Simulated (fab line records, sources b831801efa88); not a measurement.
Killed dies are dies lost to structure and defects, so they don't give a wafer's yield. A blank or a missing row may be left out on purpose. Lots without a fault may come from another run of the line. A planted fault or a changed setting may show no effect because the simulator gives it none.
Which tool did it? | flow sky130 | 24 lots, 72 wafers sampled, at 4 steps of a route of 708

WHAT THE GAUGES READ, wafer by wafer
SKY_POLY_GATE_CD_MEAS_22.
lot  | measured     | on        | cd_nm (nm)
L074 | day 16 16:19 | cd_sem-02 | 151.9 150.3 154.4
L075 | day 17 01:07 | cd_sem-01 | 148.4 151.8 147.5
L076 | day 17 09:29 | cd_sem-02 | 147.3 149.0 145.5
L077 | day 17 23:55 | cd_sem-01 | 151.8 152.0 153.4
L079 | day 18 20:33 | cd_sem-01 | 154.4 152.4 154.2
L080 | day 18 20:47 | cd_sem-02 | 146.7 146.7 144.7
L078 | day 18 21:48 | cd_sem-01 | 148.2 153.7 148.6
L081 | day 19 04:07 | cd_sem-02 | 151.1 145.0 148.1
L082 | day 19 22:31 | cd_sem-02 | 149.4 148.9 149.5
L083 | day 20 00:10 | cd_sem-01 | 151.4 148.4 150.8
L084 | day 20 15:36 | cd_sem-01 | 148.8 148.9 149.5
L085 | day 20 15:38 | cd_sem-02 | 154.6 153.2 150.7
L086 | day 20 20:29 | cd_sem-02 | 145.3 145.9 147.6
L087 | day 21 08:27 | cd_sem-01 | 149.1 147.0 148.2
L088 | day 21 17:40 | cd_sem-01 | 149.6 150.7 151.6
L089 | day 22 03:33 | cd_sem-02 | 145.9 147.6 149.9
L090 | day 22 14:13 | cd_sem-01 | 151.1 152.1 151.1
L092 | day 23 06:04 | cd_sem-01 | 149.6 150.0 154.4
L091 | day 23 09:29 | cd_sem-02 | 147.6 149.9 151.4
L093 | day 23 14:46 | cd_sem-01 | 147.4 150.4 145.7
L094 | day 23 23:01 | cd_sem-01 | 153.4 152.7 149.4
L096 | day 24 13:44 | cd_sem-01 | 147.1 148.9 149.6
L095 | day 24 17:32 | cd_sem-01 | 149.2 149.8 150.8
L097 | day 25 09:16 | cd_sem-02 | 153.9 156.4 150.7

SKY_CONTACT_THK_MEAS_03.
lot  | measured     | on            | CONTACT_HDPCVD_THK (nm)
L074 | day 30 15:38 | film_metro-02 | 586 580 588
L075 | day 31 04:12 | film_metro-01 | 581 589 578
L076 | day 31 07:52 | film_metro-04 | 583 588 584
L077 | day 31 23:06 | film_metro-04 | 582 591 585
L079 | day 32 20:04 | film_metro-02 | 587 596 593
L080 | day 32 20:21 | film_metro-01 | 581 581 585
L078 | day 32 21:16 | film_metro-02 | 590 585 581
L081 | day 32 23:31 | film_metro-01 | 579 577 578
L082 | day 33 18:28 | film_metro-02 | 575 582 575
L083 | day 33 22:23 | film_metro-04 | 576 572 589
L084 | day 34 10:53 | film_metro-01 | 575 587 583
L085 | day 34 05:51 | film_metro-02 | 589 591 587
L086 | day 34 14:17 | film_metro-02 | 582 580 581
L087 | day 35 00:24 | film_metro-04 | 583 580 592
L088 | day 35 06:26 | film_metro-01 | 586 585 587
L089 | day 35 15:55 | film_metro-01 | 575 573 568
L090 | day 36 00:04 | film_metro-01 | 583 580 581
L092 | day 36 16:03 | film_metro-04 | 583 583 578
L091 | day 36 19:44 | film_metro-01 | 588 582 575
L093 | day 36 21:02 | film_metro-04 | 577 582 581
L094 | day 37 08:06 | film_metro-02 | 576 579 569
L096 | day 37 14:34 | film_metro-02 | 577 577 579
L095 | day 37 21:13 | film_metro-04 | 574 578 577
L097 | day 38 11:13 | film_metro-04 | 577 581 585

WHICH TOOL RAN EACH LOT (tool, then ch and the chambers of the sampled wafers, then the start)
lot  | SKY_POLY_CUT_ETCH_10               | SKY_SD_N_RTA_14
L074 | rie_diel-02 ch 1,2,3, day 24 10:52 | rtp_anneal-01 ch 0, day 28 03:43
L075 | rie_diel-04 ch 0,3, day 24 22:10   | rtp_anneal-02 ch 0, day 28 16:05
L076 | rie_diel-01 ch 0,1, day 25 03:45   | rtp_anneal-01 ch 0, day 28 20:05
L077 | rie_diel-02 ch 0,1, day 25 20:55   | rtp_anneal-01 ch 0, day 29 11:58
L079 | rie_diel-01 ch 0,3, day 26 15:55   | rtp_anneal-02 ch 0, day 30 08:28
L080 | rie_diel-02 ch 1,2,3, day 26 16:34 | rtp_anneal-01 ch 0, day 30 09:04
L078 | rie_diel-02 ch 1,3, day 26 18:19   | rtp_anneal-02 ch 0, day 30 09:19
L081 | rie_diel-04 ch 0,2,3, day 26 21:55 | rtp_anneal-01 ch 0, day 30 11:49
L082 | rie_diel-02 ch 0,1,2, day 27 17:40 | rtp_anneal-02 ch 0, day 31 08:23
L083 | rie_diel-04 ch 1,2, day 27 20:37   | rtp_anneal-01 ch 0, day 31 11:28
L084 | rie_diel-01 ch 1,2,3, day 28 10:31 | rtp_anneal-01 ch 0, day 32 00:16
L085 | rie_diel-04 ch 0,2, day 28 07:25   | rtp_anneal-02 ch 0, day 31 20:02
L086 | rie_diel-01 ch 1,2,3, day 28 13:40 | rtp_anneal-02 ch 0, day 32 03:41
L087 | rie_diel-02 ch 0,1,3, day 29 00:39 | rtp_anneal-01 ch 0, day 32 14:51
L088 | rie_diel-01 ch 0,3, day 29 08:04   | rtp_anneal-02 ch 0, day 32 20:52
L089 | rie_diel-04 ch 0,1,3, day 29 17:39 | rtp_anneal-01 ch 0, day 33 06:49
L090 | rie_diel-04 ch 1,2,3, day 30 04:18 | rtp_anneal-02 ch 0, day 33 15:20
L092 | rie_diel-01 ch 0,3, day 30 19:18   | rtp_anneal-01 ch 0, day 34 06:56
L091 | rie_diel-02 ch 0,1,2, day 30 23:25 | rtp_anneal-02 ch 0, day 34 11:01
L093 | rie_diel-02 ch 0,1,3, day 31 02:25 | rtp_anneal-01 ch 0, day 34 12:04
L094 | rie_diel-02 ch 2,3, day 31 11:52   | rtp_anneal-02 ch 0, day 34 22:49
L096 | rie_diel-02 ch 0,2,3, day 31 20:31 | rtp_anneal-01 ch 0, day 35 06:08
L095 | rie_diel-02 ch 1,2,3, day 32 02:49 | rtp_anneal-02 ch 0, day 35 13:07
L097 | rie_diel-04 ch 0,2,3, day 32 17:19 | rtp_anneal-02 ch 0, day 36 03:10
- SKY_POLY_CUT_ETCH_10: etches BARC in N2/H2, stops on SiO2, time 45.9 s, target depth 60 nm.
- SKY_SD_N_RTA_14: time 2 s.

WHAT THE TOOLS THEMSELVES READ (means of the sampled wafers that have a number; where no wafer has one, the mark that the record gives instead)
SKY_POLY_CUT_ETCH_10.
lot  | tool        | drypump_motor_current_A (A) | oes_product_au (a.u.) | throttle_valve_pct (%)
L074 | rie_diel-02 | 5.7                         | 0.854                 | 13.223
L075 | rie_diel-04 | 5.2                         | 0.855                 | 13.231
L076 | rie_diel-01 | 5.6                         | 0.858                 | 13.221
L077 | rie_diel-02 | 6.1                         | 0.855                 | 13.222
L079 | rie_diel-01 | 5.6                         | 0.853                 | 13.230
L080 | rie_diel-02 | 5.7                         | 0.855                 | 13.222
L078 | rie_diel-02 | 5.6                         | 0.856                 | 13.224
L081 | rie_diel-04 | 5.7                         | 0.858                 | 13.241
L082 | rie_diel-02 | 6.0                         | 0.857                 | 13.233
L083 | rie_diel-04 | 6.3                         | 0.855                 | 13.225
L084 | rie_diel-01 | 5.5                         | 0.853                 | 13.226
L085 | rie_diel-04 | 5.9                         | 0.857                 | 13.228
L086 | rie_diel-01 | 5.5                         | 0.850                 | 13.217
L087 | rie_diel-02 | 5.8                         | 0.852                 | 13.229
L088 | rie_diel-01 | 5.7                         | 0.848                 | 13.218
L089 | rie_diel-04 | 5.7                         | 0.860                 | 13.233
L090 | rie_diel-04 | 6.2                         | 0.860                 | 13.226
L092 | rie_diel-01 | 5.6                         | 0.851                 | 13.230
L091 | rie_diel-02 | 6.0                         | 0.854                 | 13.228
L093 | rie_diel-02 | 5.8                         | 0.859                 | 13.222
L094 | rie_diel-02 | 5.6                         | 0.857                 | 13.221
L096 | rie_diel-02 | 5.9                         | 0.846                 | 13.221
L095 | rie_diel-02 | 5.7                         | 0.851                 | 13.220
L097 | rie_diel-04 | 5.7                         | 0.852                 | 13.230

SKY_SD_N_RTA_14.
lot  | tool          | lamp_power_pct (%) | wafer_temp_C_max
L074 | rtp_anneal-01 | 15.77              | 1077.7
L075 | rtp_anneal-02 | 15.76              | 1077.7
L076 | rtp_anneal-01 | 15.76              | 1077.0
L077 | rtp_anneal-01 | 15.74              | 1078.1
L079 | rtp_anneal-02 | 15.81              | 1077.8
L080 | rtp_anneal-01 | 15.72              | 1078.7
L078 | rtp_anneal-02 | 15.76              | 1078.0
L081 | rtp_anneal-01 | 15.72              | 1078.2
L082 | rtp_anneal-02 | 15.72              | 1077.6
L083 | rtp_anneal-01 | 15.71              | 1078.0
L084 | rtp_anneal-01 | 15.75              | 1078.1
L085 | rtp_anneal-02 | 15.73              | 1078.2
L086 | rtp_anneal-02 | 15.71              | 1079.0
L087 | rtp_anneal-01 | 15.78              | 1077.3
L088 | rtp_anneal-02 | 15.76              | 1077.7
L089 | rtp_anneal-01 | 15.69              | 1078.7
L090 | rtp_anneal-02 | 15.72              | 1078.8
L092 | rtp_anneal-01 | 15.72              | 1077.7
L091 | rtp_anneal-02 | 15.76              | 1077.7
L093 | rtp_anneal-01 | 15.74              | 1078.0
L094 | rtp_anneal-02 | 15.70              | 1077.7
L096 | rtp_anneal-01 | 15.76              | 1078.3
L095 | rtp_anneal-02 | 15.74              | 1078.6
L097 | rtp_anneal-02 | 15.73              | 1078.4

THE ANSWER, worked out from the rows above alone
Rule: what is usual is taken from the lots themselves. Put in order of their means at a reading, lots are off if they are a third of the lots or fewer, leave a main group of 4 or more, and stand apart from it by a gap of 3 or more times the standard deviation of the main group's means; of several such gaps the widest counts. A main group whose means are all the same, to the digits that the tables above print for the reading, isn't used. A lot without any number at a reading at which 4 lots or more have one is off too. The other lots that the step has rows for count as sound. The gauges are gone through in route order, then the tools' own readings, and for those a lot's mean is taken as printed above. The first step at which some lot is off is used, and at that step the reading that is off furthest; a lot without a number counts as furthest.
No lot is off at any reading shown: from this, nothing can be told.

WHAT THE SIMULATOR HAD PUT IN
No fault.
